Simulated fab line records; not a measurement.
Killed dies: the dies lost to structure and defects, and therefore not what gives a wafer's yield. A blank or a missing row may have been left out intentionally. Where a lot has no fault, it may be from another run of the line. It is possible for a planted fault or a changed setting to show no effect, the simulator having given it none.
fab line records	flow sfqLine
record lots=7	wafers=21	lastDay=87
route steps=325 shown M4@158 I4@163
lots with no fault: from the same line, run without faults
startH: start of the lot's first displayed wafer, in hours after the record's first day	waitH: time in hours since the lot's previous step	" unchanged from the row above	L1.1+2: several wafers, shown together as one row	- no value present, or no start provided	* or withheld: withheld	< > ~ a bound
route shown NAME@n: NAME is a module with steps in the file, n the number in the route of the first one	usual: mean/standard deviation taken from wafers without a fault	same: alike in all rows	chamber/n: place in a boat	sites: the reading at each site	_std_site: standard deviation of those values	_edge_site: outer sites' mean less inner sites'	radiusMm: for every site, how far away it sits from the centre of the wafer	mask NAME#n: copy n	behind: the most recent tool/chamber to have shaped the wafer	hold: what put the lot on hold/how long, in hours/how the hold closed	device: names the non-switching transistor (n, p or np)	end of line: the route-end tests of the same wafers	a step given without rows: its recipe and nothing more	killed: dies that structure and defects cost at the first sort, which is not the same as the wafer's yield	map: dies across one wafer; x = killed, . = not, _ = none there
set.NAME: the setting that was run; set.NAME@STEP: the one run at that earlier step	model.NAME: the simulator's own value behind a step, which no gauge read
certain route steps with their lots: each step a table, each wafer a row
services: when a tool's chamber went out of use (startH, in hours from the record's first day, below 0 if earlier), for how many hours, and the reason
## steps
# step SFQ_M4_OVL_MEAS_926
# usual M4_OVL=-2/5.4
lot.wafer	tool	chamber	startH	waitH	M4_OVL[nm]
L493.1	overlay-01	-	1036.36	0.1	-7
L493.2	"	-	"	"	0
L493.6	"	-	"	"	-8
L498.1	overlay-01	-	1215.25	0.1	0
L498.5	"	-	"	"	2
L498.6	"	-	"	"	-3
L499.4	overlay-01	-	1217.67	0.1	1
L499.5	"	-	"	"	-2
L499.6	"	-	"	"	-3
L500.2	overlay-01	-	1220.06	0.1	-12
L500.4	"	-	"	"	-4
L500.6	"	-	"	"	-4
L509.1	overlay-01	-	1260.02	0.1	5
L509.3	"	-	"	"	4
L509.5	"	-	"	"	11
L511.4	overlay-01	-	1420.09	0.1	1
L511.5	"	-	"	"	10
L511.6	"	-	"	"	4
L515.1	overlay-02	-	1554.80	0.1	-4
L515.2	"	-	"	"	-1
L515.4	"	-	"	"	-2
# step SFQ_TRILAYER_M4_BARC_OPEN_METAL_ETCH_123
# recipe maskMaterial=PR	chemistry=O2	targetDepthNm=125	target=BARC	icpW=600	biasW=80	pressureMtorr=10	timeS=41.7
# usual drypumpMotorCurrentA=5.86/0.28	heBacksideLeakSccm=3.40/0.21	oesProductAu=0.685/0.0046
lot.wafer	tool	chamber	startH	waitH	drypumpMotorCurrentA	heBacksideLeakSccm	oesProductAu	rfHoursCounterH
L493.1	rieMetal-03	1	1036.40	0.0	6.08	3.53	0.686	106
L493.2	"	0	"	"	5.58	3.50	0.689	123
L493.6	"	0	"	"	5.59	3.23	0.681	-
L498.1	rieMetal-02	0	1215.29	0.0	5.57	3.07	0.688	113
L498.5	"	0	"	"	5.57	3.34	0.692	-
L498.6	"	1	"	"	6.51	3.95	0.686	-
L499.4	rieMetal-03	1	1217.71	0.0	6.09	3.61	0.688	-
L499.5	"	0	"	"	5.58	3.27	0.690	-
L499.6	"	1	"	"	6.13	3.39	0.689	-
L500.2	rieMetal-01	1	1220.09	0.0	5.97	3.56	0.676	63
L500.4	"	0	"	"	5.68	3.16	0.684	-
L500.6	"	1	"	"	5.95	3.54	0.690	-
L509.1	rieMetal-02	0	1260.06	0.0	5.57	3.32	0.691	124
L509.3	"	0	"	"	5.58	3.41	0.684	-
L509.5	"	1	"	"	6.50	3.71	0.692	-
L511.4	rieMetal-03	1	1420.13	0.0	6.11	3.38	0.693	-
L511.5	"	0	"	"	5.56	3.20	0.685	-
L511.6	"	1	"	"	6.11	3.29	0.690	-
L515.1	rieMetal-01	0	1554.83	0.0	5.66	3.25	0.679	6
L515.2	"	1	"	"	5.94	3.46	0.677	113
L515.4	"	0	"	"	5.64	3.26	0.689	-
# step SFQ_TRILAYER_M4_ETCH_METAL_ETCH_096
# recipe target=Nb	stopOn=SiO2	maskMaterial=PR	chemistry=Cl2/Ar	targetDepthNm=240	icpW=600	biasW=80	pressureMtorr=10	timeS=120
# step SFQ_TRILAYER_M4_STRIP_STRIP_097
# recipe gas=O2	powerW=200	platenTempC=40	overashFraction=0.65	chemistry=O2	pressureMtorr=50
# usual drypumpMotorCurrentA=5.87/0.28	heBacksideLeakSccm=3.4/0.32	oesProductAu=1.002/0.0077
lot.wafer	tool	chamber	startH	waitH	drypumpMotorCurrentA	heBacksideLeakSccm	oesProductAu	rfHoursCounterH
L493.1	rieMetal-03	1	1036.58	0.1	6.11	3.4	0.993	106
L493.2	"	0	"	"	5.59	3.3	1.004	123
L493.6	"	0	"	"	5.55	3.2	1.001	-
L498.1	rieMetal-02	0	1215.47	0.1	5.61	3.6	1.001	113
L498.5	"	0	"	"	5.58	3.5	0.985	-
L498.6	"	1	"	"	6.53	3.8	1.002	-
L499.4	rieMetal-03	1	1218.07	0.2	6.14	3.5	1.010	-
L499.5	"	0	"	"	5.56	3.2	1.011	-
L499.6	"	1	"	"	6.11	3.5	1.013	-
L500.2	rieMetal-01	1	1220.27	0.1	5.96	3.4	1.002	64
L500.4	"	0	"	"	5.66	3.1	0.996	-
L500.6	"	1	"	"	5.98	3.3	1.005	-
L509.1	rieMetal-02	0	1260.24	0.1	5.59	3.3	0.996	124
L509.3	"	0	"	"	5.60	3.5	0.995	-
L509.5	"	1	"	"	6.51	3.6	1.008	-
L511.4	rieMetal-03	1	1420.49	0.2	6.11	3.3	1.003	-
L511.5	"	0	"	"	5.57	3.2	0.996	-
L511.6	"	1	"	"	6.10	3.3	1.009	-
L515.1	rieMetal-01	0	1555.02	0.1	5.65	3.3	0.997	6
L515.2	"	1	"	"	5.96	3.6	1.003	114
L515.4	"	0	"	"	5.67	3.1	0.983	-
# step SFQ_TRILAYER_M4_STRIP_SOLV_CLEAN_098
# recipe chemistry=NMP	tempC=70	timeS=600
# step SFQ_TRILAYER_I4_DEP_PECVD_099
# recipe material=SiO2	tempC=150	timeS=111.11	pressureTorr=2.4	rfW=183.3	precursor=SiH4/N2O	targetThkNm=500
# step SFQ_TRILAYER_I4_CMP_CMP_100
# recipe material=SiO2	downForcePsi=3	platenRpm=60	padVelocityMS=0.94248
# usual motorCurrentA=10.1/1.1	timeToEndpointS=211/6.9
lot.wafer	tool	chamber	startH	waitH	motorCurrentA	timeToEndpointS
L493.1	cmp-02	3	1037.49	0.1	7.8	193
L493.2	"	2	1038.99	1.6	9.8	202
L493.6	"	3	"	"	8.8	197
L498.1	cmp-02	2	1216.83	0.5	10.3	208
L498.5	"	1	1218.33	2.0	9.8	218
L498.6	"	2	"	"	11.2	210
L499.4	cmp-01	0	1218.73	0.0	9.5	208
L499.6	"	0	1220.73	2.0	9.1	213
L499.5	"	1	"	"	12.0	214
L500.4	cmp-01	0	1222.23	1.1	9.2	211
L500.2	"	1	"	"	11.6	213
L500.6	"	3	1223.73	2.6	11.5	212
L509.1	cmp-02	3	1261.60	0.5	8.3	205
L509.3	"	1	1262.60	1.5	9.7	212
L509.5	"	2	"	"	10.3	215
L511.4	cmp-01	2	1421.19	0.0	11.4	221
L511.6	"	2	1423.19	2.0	12.0	224
L511.5	"	3	"	"	11.3	218
L515.1	cmp-02	2	1558.58	2.6	10.5	216
L515.2	"	3	"	"	8.4	207
L515.4	"	0	"	"	9.8	213
# step SFQ_I4_BOW_MEAS_927
# recipe mode=bow
# usual I4_BOW=3/8.4
lot.wafer	tool	chamber	startH	waitH	I4_BOW[um]
L493.1	filmMetro-03	-	1040.49	2.5	14
L493.2	"	-	"	"	9
L493.6	"	-	"	"	-1
L498.1	filmMetro-02	-	1219.33	2.0	1
L498.5	"	-	"	"	-1
L498.6	"	-	"	"	7
L499.4	filmMetro-03	-	1221.79	2.6	5
L499.5	"	-	"	"	5
L499.6	"	-	"	"	-3
L500.2	filmMetro-01	-	1224.75	1.5	1
L500.4	"	-	"	"	8
L500.6	"	-	"	"	1
L509.1	filmMetro-03	-	1264.10	2.0	-5
L509.3	"	-	"	"	-6
L509.5	"	-	"	"	11
L511.4	filmMetro-01	-	1424.25	2.6	2
L511.5	"	-	"	"	6
L511.6	"	-	"	"	6
L515.1	filmMetro-01	-	1561.58	2.5	-7
L515.2	"	-	"	"	4
L515.4	"	-	"	"	-7
# step SFQ_TRILAYER_I4_METRO_MEASURE_101
# usual thkNm=199.5/0.9
lot.wafer	tool	chamber	startH	waitH	thkNm
L493.1	filmMetro-03	-	1040.61	0.1	198.6
L493.2	"	-	"	"	199.8
L493.6	"	-	"	"	199.5
L498.1	filmMetro-02	-	1219.45	0.1	200.0
L498.5	"	-	"	"	198.5
L498.6	"	-	"	"	198.9
L499.4	filmMetro-03	-	1222.45	0.6	200.1
L499.5	"	-	"	"	200.0
L499.6	"	-	"	"	199.9
L500.2	filmMetro-01	-	1225.05	0.3	201.0
L500.4	"	-	"	"	201.3
L500.6	"	-	"	"	200.8
L509.1	filmMetro-03	-	1264.22	0.1	199.3
L509.3	"	-	"	"	198.4
L509.5	"	-	"	"	199.2
L511.4	filmMetro-01	-	1424.91	0.6	200.8
L511.5	"	-	"	"	199.7
L511.6	"	-	"	"	200.7
L515.1	filmMetro-01	-	1561.70	0.1	198.9
L515.2	"	-	"	"	198.9
L515.4	"	-	"	"	198.0
# step SFQ_TRILAYER_I4_VIA_LITHO_COAT_108
# recipe resist=BARC	spinRpm=3000	resistThkNm=62
# step SFQ_TRILAYER_I4_VIA_LITHO_COAT_103
# recipe resist=KrF	spinRpm=3000	resistThkNm=650
# step SFQ_TRILAYER_I4_VIA_LITHO_SOFTBAKE_107
# recipe tempC=withheld	timeS=withheld	resist=KrF
# step SFQ_TRILAYER_I4_VIA_LITHO_EXPOSE_104
# recipe maskId=I4	na=0.6	sourceShape=conventional	sigmaOuter=0.65	targetCdNm=700	doseMj=21.3
# usual reticleTempC=23.03/0.11
# same sigmaOuter=0.65
lot.wafer	tool	chamber	startH	waitH	mask	reticleTempC	model.I4.overlayXNm
L493.1	krfScanner-02	0	1043.45	-	I4#0	22.98	3.544
L493.2	"	0	"	"	I4#0	22.82	3.544
L493.6	"	0	"	"	I4#0	22.93	3.544
L498.1	krfScanner-02	0	1221.40	-	I4#0	23.10	84.69
L498.5	"	0	"	"	I4#0	22.97	84.69
L498.6	"	0	"	"	I4#0	23.26	84.69
L499.4	krfScanner-02	0	1224.40	-	I4#0	23.05	81.17
L499.5	"	0	"	"	I4#0	22.97	81.17
L499.6	"	0	"	"	I4#0	22.98	81.17
L500.2	krfScanner-02	0	1227.55	-	I4#0	23.10	95.05
L500.4	"	0	"	"	I4#0	23.29	95.05
L500.6	"	0	"	"	I4#0	23.21	95.05
L509.1	krfScanner-01	0	1266.17	-	I4#0	23.02	6.756
L509.3	"	0	"	"	I4#0	23.03	6.756
L509.5	"	0	"	"	I4#0	23.03	6.756
L511.4	krfScanner-01	0	1426.86	-	I4#0	22.81	2.578
L511.5	"	0	"	"	I4#0	22.93	2.578
L511.6	"	0	"	"	I4#0	22.98	2.578
L515.1	krfScanner-01	0	1689.21	-	I4#0	23.07	0.8886
L515.2	"	0	"	"	I4#0	23.16	0.8886
L515.4	"	0	"	"	I4#0	23.19	0.8886
# step SFQ_TRILAYER_I4_VIA_LITHO_PEB_106
# recipe pebTempC=115	pebTimeS=60	resist=KrF
# step SFQ_TRILAYER_I4_VIA_LITHO_DEVELOP_105
# recipe timeS=60	resist=KrF
# step SFQ_I4_OVL_MEAS_928
# usual I4_OVL=4/5.2
lot.wafer	tool	chamber	startH	waitH	I4_OVL[nm]
L493.1	overlay-01	-	1044.95	0.1	13
L493.2	"	-	"	"	3
L493.6	"	-	"	"	10
L498.1	overlay-02	-	1222.90	0.1	90
L498.5	"	-	"	"	90
L498.6	"	-	"	"	93
L499.4	overlay-01	-	1225.32	0.1	83
L499.5	"	-	"	"	87
L499.6	"	-	"	"	84
L500.2	overlay-02	-	1228.85	0.1	98
L500.4	"	-	"	"	97
L500.6	"	-	"	"	92
L509.1	overlay-02	-	1267.67	0.1	9
L509.3	"	-	"	"	5
L509.5	"	-	"	"	4
L511.4	overlay-02	-	1427.77	0.1	7
L511.5	"	-	"	"	9
L511.6	"	-	"	"	8
L515.1	overlay-02	-	1690.71	0.1	4
L515.2	"	-	"	"	5
L515.4	"	-	"	"	6
# step SFQ_TRILAYER_I4_VIA_BARC_OPEN_VIA_ETCH_146
# recipe maskMaterial=PR	chemistry=O2	targetDepthNm=125	target=BARC	sourceW=500	biasW=80	pressureMtorr=30	timeS=41.7
# usual drypumpMotorCurrentA=5.8/0.4	oesProductAu=0.686/0.0046
lot.wafer	tool	chamber	startH	waitH	drypumpMotorCurrentA	oesProductAu	rfHoursCounterH
L493.1	rieDiel-01	3	1044.99	0.0	5.4	0.685	12
L493.2	"	2	"	"	6.4	0.688	14
L493.6	"	0	"	"	5.6	0.679	-
L498.1	rieDiel-04	3	1222.93	0.0	5.8	0.693	7
L498.5	"	0	"	"	5.8	0.687	-
L498.6	"	1	"	"	6.1	0.682	-
L499.4	rieDiel-01	1	1225.33	0.0	5.2	0.692	1
L499.5	"	3	"	"	5.4	0.685	-
L499.6	"	2	"	"	6.4	0.677	-
L500.2	rieDiel-04	2	1228.88	0.0	6.2	0.680	10
L500.4	"	1	"	"	6.2	0.683	8
L500.6	"	3	"	"	5.8	0.683	-
L509.1	rieDiel-02	3	1267.71	0.0	5.1	0.681	2
L509.3	"	0	"	"	5.4	0.684	5
L509.5	"	0	"	"	5.4	0.679	-
L511.4	rieDiel-02	2	1427.79	0.0	6.5	0.686	12
L511.5	"	0	"	"	5.4	0.676	-
L511.6	"	3	"	"	5.1	0.682	-
L515.1	rieDiel-04	0	1690.74	0.0	5.8	0.696	2
L515.2	"	0	"	"	5.8	0.689	-
L515.4	"	0	"	"	5.8	0.685	-
## services
tool	chamber	startH	hours	kind
rieMetal-02	0	1038.25	2.3	repair
cmp-02	-	1071.37	1.0	repair
cmp-02	-	1091.21	4.0	pm
cmp-02	-	1092.74	9.9	repair
cmp-02	-	1107.90	2.4	repair
krfScanner-02	-	1127.70	4.0	pm
krfScanner-02	-	1158.30	1.3	pm
krfScanner-02	-	1161.87	1.0	pm
rieMetal-02	-	1165.26	0.6	repair
cmp-02	-	1170.33	4.4	pm
cmp-02	-	1230.56	1.1	repair
krfScanner-02	-	1235.75	4.4	pm
cmp-02	-	1251.88	2.5	repair
krfScanner-02	-	1266.23	5.2	repair
rieMetal-01	0	1280.80	9.2	repair
rieMetal-02	-	1282.96	0.4	repair
cmp-02	-	1286.89	3.9	repair
rieMetal-01	0	1306.57	3.0	repair
rieMetal-02	1	1349.05	4.8	repair
cmp-02	-	1351.83	7.3	pm
rieMetal-02	-	1357.02	0.9	repair
rieMetal-03	-	1529.49	0.8	repair
rieMetal-03	-	1631.47	14.8	repair
rieMetal-03	1	1650.66	26.4	repair
## key
firstSign step=SFQ_I4_OVL_MEAS_928	reading=I4_OVL	direction=up	sigmas=17	usual=4	struck=90
effect none on later readings
modelEffect step=SFQ_TRILAYER_I4_VIA_LITHO_EXPOSE_104	value=I4.overlayXNm	without=-0.1298	struck=86.97
metAt SFQ_TRILAYER_I4_VIA_LITHO_EXPOSE_104
struckWafers L498.1,L498.5,L498.6,L499.4,L499.5,L499.6,L500.2,L500.4,L500.6
onsetBetween 1043.45 1221.40
fault kind=scannerMatchingOverlay	tool=krfScanner-02	chamber=-	onsetH=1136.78	steps=SFQ_TRILAYER_I4_VIA_LITHO_EXPOSE_104	offset=87.1
